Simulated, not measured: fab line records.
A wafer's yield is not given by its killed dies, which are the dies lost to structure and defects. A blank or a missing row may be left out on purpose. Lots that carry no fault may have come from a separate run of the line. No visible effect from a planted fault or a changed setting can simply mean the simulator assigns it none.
The tool behind it: which one? | flow gf180mcu | Sampling: 13 lots, 37 wafers, 7 of 602 route steps

WHAT THE GAUGES READ, wafer by wafer
GF_PSD_TW_MEAS_11.
lot  | measured     | on           | PSD_TW
L995 | day 14 01:32 | filmMetro-03 | 3206 3201 3216
L996 | day 14 06:49 | filmMetro-01 | 3147 3157 3154
L997 | day 14 20:00 | filmMetro-01 | 3174 3173 3159
L999 | day 15 13:14 | filmMetro-01 | 3192 3163 3166
L107 | day 18 16:43 | filmMetro-03 | 3021 3188
L106 | day 19 01:22 | filmMetro-02 | 3029 3180
L112 | day 20 06:22 | filmMetro-01 | 3178 3175 3194
L113 | day 20 17:34 | filmMetro-02 | 3189 3182 3204
L114 | day 20 22:46 | filmMetro-03 | 3151 3170 3188
L115 | day 21 08:12 | filmMetro-02 | 3184 3179 3196
L116 | day 21 20:12 | filmMetro-03 | 3189 3192 3198
L117 | day 22 03:40 | filmMetro-03 | 3224 3208 3190
L118 | day 22 08:50 | filmMetro-01 | 3181 3173 3173

GF_PSD_RS_MEAS_15: the measuring method here is four-point-probe.
lot  | measured     | on           | PSD_RS (ohm/sq)
L995 | day 14 01:51 | filmMetro-01 | 108.72 108.94 108.41
L996 | day 14 07:07 | filmMetro-03 | 108.48 108.53 108.49
L997 | day 14 20:19 | filmMetro-03 | 109.10 109.02 109.44
L999 | day 15 13:34 | filmMetro-01 | 108.18 107.95 108.11
L107 | day 18 17:04 | filmMetro-01 | 121.80 108.76
L106 | day 19 01:41 | filmMetro-01 | 120.53 108.28
L112 | day 20 06:41 | filmMetro-03 | 109.04 109.10 108.77
L113 | day 20 17:54 | filmMetro-01 | 108.58 108.57 108.29
L114 | day 20 23:05 | filmMetro-01 | 108.95 108.82 108.53
L115 | day 21 08:31 | filmMetro-01 | 108.89 108.47 108.20
L116 | day 21 20:31 | filmMetro-03 | 108.64 108.91 108.21
L117 | day 22 03:59 | filmMetro-02 | 108.21 108.36 108.60
L118 | day 22 09:11 | filmMetro-01 | 108.52 108.44 108.51

GF_SAB_CD_MEAS_09: target cd 420 nm.
lot  | measured     | on       | cdNm (nm)
L995 | day 14 22:31 | cdSem-01 | 420.6 420.2 420.8
L996 | day 15 04:40 | cdSem-02 | 420.8 419.1 419.1
L997 | day 15 18:22 | cdSem-02 | 422.6 425.0 423.6
L999 | day 16 11:19 | cdSem-02 | 415.5 415.8 414.8
L107 | day 19 17:32 | cdSem-02 | 418.3 420.1
L106 | day 20 02:21 | cdSem-01 | 418.9 419.3
L112 | day 21 06:38 | cdSem-01 | 415.9 416.5 419.4
L113 | day 21 17:37 | cdSem-01 | 418.4 420.2 421.2
L114 | day 21 23:21 | cdSem-01 | 419.5 419.2 416.0
L115 | day 22 08:16 | cdSem-02 | 420.2 420.6 423.3
L116 | day 22 19:38 | cdSem-01 | 423.0 423.1 422.0
L117 | day 23 03:10 | cdSem-02 | 417.3 417.0 418.3
L118 | day 23 07:32 | cdSem-02 | 421.4 420.5 421.3

GF_V5_CD_MEAS_14: target cd 260 nm.
lot  | measured     | on       | cdNm (nm)
L995 | day 27 01:35 | cdSem-01 | 259.2 260.3 259.6
L996 | day 27 05:58 | cdSem-01 | 258.4 260.2 259.7
L997 | day 27 18:10 | cdSem-02 | 259.8 259.1 259.4
L999 | day 28 11:56 | cdSem-01 | 260.6 261.6 261.2
L107 | day 31 01:53 | cdSem-01 | 260.7 261.0
L106 | day 31 07:31 | cdSem-01 | 259.2 258.3
L112 | day 32 03:02 | cdSem-01 | 260.5 260.8 261.1
L113 | day 32 10:12 | cdSem-01 | 261.0 261.7 260.6
L114 | day 32 15:38 | cdSem-01 | 262.3 262.9 262.4
L115 | day 32 21:56 | cdSem-01 | 262.2 261.3 262.2
L116 | day 33 04:40 | cdSem-01 | 259.0 258.6 259.6
L117 | day 33 10:05 | cdSem-01 | 261.4 262.2 262.3
L118 | day 33 14:24 | cdSem-01 | 259.9 260.2 260.6

GF_PASSIVATION_THK_MEAS_03.
lot  | measured     | on           | PASSIVATION_CVD_02_THK (nm)
L995 | day 28 00:58 | filmMetro-04 | 679 682 688
L996 | day 28 04:24 | filmMetro-03 | 691 717 719
L997 | day 28 16:15 | filmMetro-01 | 718 711 725
L999 | day 29 09:53 | filmMetro-04 | 699 705 703
L107 | day 31 21:56 | filmMetro-01 | 679 695
L106 | day 32 03:50 | filmMetro-01 | 694 696
L112 | day 32 22:47 | filmMetro-04 | 680 699 698
L113 | day 33 05:45 | filmMetro-03 | 686 693 691
L114 | day 33 10:17 | filmMetro-01 | 671 683 685
L115 | day 33 17:10 | filmMetro-03 | 672 710 718
L116 | day 33 23:01 | filmMetro-03 | 713 705 715
L117 | day 34 04:37 | filmMetro-04 | 700 723 712
L118 | day 34 08:25 | filmMetro-04 | 689 716 697

WHAT TOOL EACH LOT RAN ON (gives the tool, then ch and the chambers of the sampled wafers, and finally the start)
lot  | GF_PSD_IMPLANT_09               | GF_PSD_STRIP_10
L995 | implanter-01 ch 0, day 14 01:18 | plasmaAsher-02 ch 0,1, day 14 01:25
L996 | implanter-03 ch 0, day 14 06:32 | plasmaAsher-02 ch 0,1, day 14 06:41
L997 | implanter-03 ch 0, day 14 19:45 | plasmaAsher-01 ch 0, day 14 19:54
L999 | implanter-03 ch 0, day 15 13:00 | plasmaAsher-01 ch 0,1, day 15 13:08
L107 | implanter-02 ch 0, day 18 16:30 | plasmaAsher-01 ch 0,1, day 18 16:38
L106 | implanter-02 ch 0, day 19 01:07 | plasmaAsher-04 ch 1, day 19 01:16
L112 | implanter-01 ch 0, day 20 06:08 | plasmaAsher-01 ch 0,1, day 20 06:15
L113 | implanter-01 ch 0, day 20 17:21 | plasmaAsher-02 ch 0,1, day 20 17:29
L114 | implanter-03 ch 0, day 20 22:31 | plasmaAsher-04 ch 0,1, day 20 22:40
L115 | implanter-02 ch 0, day 21 07:57 | plasmaAsher-02 ch 1, day 21 08:06
L116 | implanter-02 ch 0, day 21 19:57 | plasmaAsher-01 ch 0, day 21 20:06
L117 | implanter-03 ch 0, day 22 03:26 | plasmaAsher-04 ch 0,1, day 22 03:33
L118 | implanter-01 ch 0, day 22 08:37 | plasmaAsher-01 ch 0,1, day 22 08:46
- GF_PSD_IMPLANT_09
- GF_PSD_STRIP_10: strips in O2/N2.

WHAT THE TOOLS THEMSELVES READ (means of the sampled wafers that have a number; where no wafer has one, the mark that the record gives instead)
GF_PSD_STRIP_10.
lot  | tool           | drypumpMotorCurrentA (A) | heaterPowerW (W) | oesProductAu (a.u.) | stripTimeToEndpointS (s)
L995 | plasmaAsher-02 | 5.8                      | 340              | 0.592               | 16.50
L996 | plasmaAsher-02 | 5.8                      | 331              | 0.594               | 16.61
L997 | plasmaAsher-01 | 5.2                      | 326              | 0.596               | 16.54
L999 | plasmaAsher-01 | 5.3                      | 355              | 0.594               | 16.49
L107 | plasmaAsher-01 | 5.3                      | 344              | 0.593               | 16.12
L106 | plasmaAsher-04 | 5.2                      | 410              | 0.599               | 16.16
L112 | plasmaAsher-01 | 5.3                      | 351              | 0.592               | 16.46
L113 | plasmaAsher-02 | 6.3                      | 331              | 0.590               | 16.57
L114 | plasmaAsher-04 | 5.5                      | 399              | 0.593               | 16.58
L115 | plasmaAsher-02 | 5.4                      | 335              | 0.596               | 16.54
L116 | plasmaAsher-01 | 5.2                      | 321              | 0.589               | 16.56
L117 | plasmaAsher-04 | 5.5                      | 402              | 0.594               | 16.55
L118 | plasmaAsher-01 | 5.3                      | 358              | 0.596               | 16.52

THE ANSWER, worked out from the rows above alone
Rule: usual is defined by the lots themselves. Put in order of their means at a reading, lots are off if they are a third of the lots or fewer, leave a main group of 4 or more, and stand apart from it by a gap of 3 or more times the standard deviation of the main group's means; of several such gaps the widest counts. If all means in a main group match to the digits the tables above print for the reading, that group is not used. A lot without any number at a reading at which 4 lots or more have one is off too. The other lots that the step has rows for count as sound. The gauges are gone through in route order, then the tools' own readings, and for those a lot's mean is taken as printed above. The first step at which some lot is off is used, and at that step the reading that is off furthest; a lot without a number counts as furthest.
Off: at GF_PSD_TW_MEAS_11 (PSD_TW), L107, L106. Mean 3183 and standard deviation 16 in the main group.
If a tool, at a process step before that reading, ran all the lots that are off and no sound lot after the first of them, it fits. The gauges at GF_PSD_TW_MEAS_11 aren't tried: what is off there is off at GF_PSD_RS_MEAS_15 too, on other tools, and a gauge's error can't cause that. None of those tried fits.

WHAT THE SIMULATOR HAD PUT IN
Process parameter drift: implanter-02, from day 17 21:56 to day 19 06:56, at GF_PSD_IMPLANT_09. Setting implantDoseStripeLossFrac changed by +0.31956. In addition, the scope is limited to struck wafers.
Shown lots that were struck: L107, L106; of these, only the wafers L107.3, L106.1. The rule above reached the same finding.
